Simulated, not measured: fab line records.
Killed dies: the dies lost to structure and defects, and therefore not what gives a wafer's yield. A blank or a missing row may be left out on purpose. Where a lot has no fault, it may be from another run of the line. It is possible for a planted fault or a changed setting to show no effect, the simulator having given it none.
8D (eight disciplines) problem report, filled in by code | flow sky130 | the parts of the form that need people (team, actions taken, sign-off) are left out

== 1. WHAT WENT WRONG ==
Mean LDD_N_TW at SKY_LDD_N_TW_MEAS_17: 2488 over 6 wafers in 2 lots; fault-free wafers: 2580, standard deviation 17. Measured from the usual mean, that is -5.4 standard deviations.
First seen on wafer L897.4, day 22 17:16, on film-metro-04. The record has a number at this step for 33 wafers belonging to 11 lots. Rule for "out", or "out of limits": more than 4 standard deviations from the usual mean. Any other wafer with a number is counted as sound.

== 2. WHAT IT IS, AND WHAT IT ISN'T ==
question                    | is                     | is not
which readings at this step | LDD_N_TW               | -
which lots                  | L897, L898             | L884, L885, L889, L896, L899, L900, L904, L905, L906
which wafers of those lots  | all that have a number | -
read on which gauges        | film-metro-04          | film-metro-01, film-metro-03
when                        | from day 22 17:16      | up to then (12 sound wafers); but 15 sound wafers of L899, L900, L904, L905, L906 came after

== 3. SUSPECTS, AND WHAT RULES EACH OUT ==
Counting: a tool stays on the suspect list if, at a process step up to the reading, it processed all lots that are out and no sound lot following the first of them.
- ruled out: the gauge at SKY_LDD_N_TW_MEAS_17. All the wafers that are out were read on film-metro-04, but those of them that SKY_LDD_N_IMPLANT_10 has rows for are out there too, on other tools.
- implanter-02 at SKY_LDD_N_IMPLANT_10: ruled out as a lasting fault. The sound lots L906 went through it after L897, its earliest lot that is out (day 22 16:19).
Left after counting: nothing in the record.

== 4. THE CAUSE (what the simulator had put in) ==
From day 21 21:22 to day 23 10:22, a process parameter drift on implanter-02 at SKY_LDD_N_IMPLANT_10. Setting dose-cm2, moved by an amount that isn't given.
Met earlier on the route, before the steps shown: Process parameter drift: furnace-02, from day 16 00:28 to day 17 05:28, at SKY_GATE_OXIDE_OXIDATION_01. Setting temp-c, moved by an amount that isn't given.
Counting ruled it out, wrongly: the rule takes a fault to strike every lot that its tool runs from its start on, and this one did not.

== 5. THE EFFECT CHAIN, in route order ==
Each row: a reading where the mean over the struck wafers with a number is more than 3 standard deviations away from the usual. Only readings for which the record gives a usual standard deviation are gone through. hours: the time from each lot's start at the first step in this table that gives one to its start at this step, as a median over the lots. sigmas: the change in usual standard deviations.
hours | step                 | reading                  | usual     | on struck wafers | change     | sigmas
0     | SKY_LDD_N_IMPLANT_10 | dose-ions-cm2            | 7.499e+13 | 3.614e+13        | -3.886e+13 | -99 or more
0     | SKY_LDD_N_IMPLANT_10 | faraday-current-uA       | 422       | 202              | -220       | -26
1     | SKY_LDD_N_STRIP_16   | strip-time-to-endpoint-s | 4.316 s   | 4.201            | -0.115     | -6.4
1     | SKY_LDD_N_TW_MEAS_17 | LDD_N_TW                 | 2580      | 2488             | -92        | -5.4
Its process steps:
- SKY_LDD_N_IMPLANT_10
- SKY_LDD_N_STRIP_16: strips in O2/N2.
At these later measuring or inspecting steps, every struck wafer for which the step has a row has a number for every such reading, and none has moved that far: SKY_CONTACT_THK_MEAS_26, SKY_METAL1_THK_MEAS_06.

== 6. HOW IT WOULD HAVE BEEN CAUGHT EARLIER ==
In this record the first reading out of limits at a measuring or inspecting step was taken at day 22 17:16, 20 hours after the fault began at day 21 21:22.
At SKY_LDD_N_IMPLANT_10, the tool's own readings (dose-ions-cm2, faraday-current-uA) were out on each struck wafer the step has a row for, so an alarm limit on them would have fired on the first such wafer.
